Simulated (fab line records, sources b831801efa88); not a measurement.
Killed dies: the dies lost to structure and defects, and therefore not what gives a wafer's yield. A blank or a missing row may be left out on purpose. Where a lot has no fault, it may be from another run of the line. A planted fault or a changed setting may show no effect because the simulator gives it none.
2 desks, one fault + flow gf180mcu + numbers are kept per desk, each desk with only its own; the story behind them comes last

## METROLOGY DESK
Lot by lot, what the gauges showed, no matter which tool ran the lot: averages of those sampled wafers that carry a number. A lot is out of limits, marked OUT, if its mean lies more than 4 standard deviations from the usual mean; the brackets give that distance.
Columns: A = cd_nm at GF_V4_CD_MEAS_14, usual 259.7 nm
| lot  | first seen here | A     |
|------|-----------------|-------|
| L450 | day 24 17:50    | 258.3 |
| L451 | day 24 22:02    | 260.9 |
| L453 | day 25 13:04    | 258.7 |
| L454 | day 25 18:33    | 260.3 |
| L455 | day 26 06:20    | 259.4 |
| L466 | day 29 15:43    | 259.4 |
| L467 | day 30 03:12    | 261.6 |
| L468 | day 30 06:13    | 261.7 |
| L469 | day 30 13:49    | 258.2 |
| L470 | day 30 20:15    | 259.8 |
| L471 | day 31 02:58    | 260.9 |
| L472 | day 31 05:13    | 258.3 |
This desk's verdict: no lot among the 12 shows anything out of limits.

## FOR THE TOOL OWNER'S DESK: iline_stepper-02
The tool's own readings at GF_VT_IMPLANT_EXPOSE_26 (exposes mask LVPWELL HV AREA, target cd 860 nm): means of the sampled wafers that have a number, for each lot that ran on this tool. A lot is out of limits, marked OUT, if its mean lies more than 4 standard deviations from the usual mean; the brackets give that distance.
Columns: A = exposure_dose_mJ_cm2 at GF_VT_IMPLANT_EXPOSE_26, usual 140.02; B = focus_offset_nm at GF_VT_IMPLANT_EXPOSE_26, usual 0.1 nm
| lot  | first seen here | A      | B    |
|------|-----------------|--------|------|
| L450 | day 6 17:19     | 140.02 | 0.0  |
| L451 | day 6 21:53     | 139.95 | 0.3  |
| L453 | day 7 09:17     | 140.11 | 0.4  |
| L454 | day 7 14:20     | 140.06 | 0.1  |
| L466 | day 10 22:15    | 139.98 | 0.3  |
| L467 | day 11 04:22    | 140.02 | 0.2  |
| L469 | day 11 19:02    | 139.99 | 0.7  |
| L470 | day 12 01:38    | 140.09 | -0.2 |
| L471 | day 12 05:30    | 140.02 | 0.0  |
| L472 | day 12 14:12    | 140.01 | -0.2 |
This desk's verdict: no lot among the 10 shows anything out of limits.

## ALL TOGETHER
Nothing out of limits was seen by the metrology desk.
The tool owner's desk saw nothing out of limits.

## WHAT THE SIMULATOR PUT IN
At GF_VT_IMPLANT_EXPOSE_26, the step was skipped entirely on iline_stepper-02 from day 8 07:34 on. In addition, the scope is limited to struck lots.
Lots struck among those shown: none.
